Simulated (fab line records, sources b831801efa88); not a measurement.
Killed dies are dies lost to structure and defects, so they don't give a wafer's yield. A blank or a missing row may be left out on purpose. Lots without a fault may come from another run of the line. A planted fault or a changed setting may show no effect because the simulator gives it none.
Chamber matching | flow sky130 | SKY_VIA2_ETCH_15 on rie_diel-01: 4 sister chambers
The step etches SiO2 in C4F8/O2/Ar, stops on TiN, target depth 546 nm, time 84 s. 8 wafers are shown with their chamber, then 8 later ones without.

WAFERS WITH THEIR CHAMBER
wafer  | chamber | oes_product_au (a.u.)
L074.6 | 0       | 0.943
L077.5 | 3       | 0.939
L082.3 | 1       | 0.935
L082.6 | 2       | 0.946
L083.1 | 1       | 0.944
L083.2 | 0       | 0.937
L083.3 | 3       | 0.940
L084.4 | 2       | 0.942

WAFERS WITHOUT THEIR CHAMBER
wafer  | oes_product_au (a.u.)
L084.5 | 0.936
L084.6 | 0.939
L087.3 | 0.940
L087.5 | 0.940
L087.6 | 0.939
L094.4 | 0.930
L094.5 | 0.941
L094.6 | 0.937

WHICH CHAMBER EACH WENT THROUGH
wafer  | from the rows above               | in truth
L084.5 | can't be placed: 1 or 3 or 0 or 2 | 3
L084.6 | can't be placed: 1 or 3 or 0 or 2 | 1
L087.3 | can't be placed: 0 or 1 or 3 or 2 | 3
L087.5 | can't be placed: 0 or 1 or 3 or 2 | 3
L087.6 | can't be placed: 1 or 3 or 0 or 2 | 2
L094.4 | can't be placed: 1 or 3 or 0 or 2 | 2
L094.5 | can't be placed: 0 or 1 or 3 or 2 | 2
L094.6 | can't be placed: 1 or 3 or 0 or 2 | 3
Placed correctly: 0 of 8. Can't be placed from these rows: 8 (the true chamber is among the candidates in 8). Placed wrongly: 0.
How it was worked out, from the rows above alone: a wafer's distance from a chamber is the root of the sum, over the readings, of the square of ((its reading less the chamber's mean) divided by the reading's scatter). The wafer belongs to the nearest chamber; if the next one is less than 2 further off, it can't be placed. A chamber's mean is the mean of its shown wafers. The scatter: the root of (the sum of the squares of (reading less its chamber's mean) over the shown wafers, divided by (wafers less chambers)).
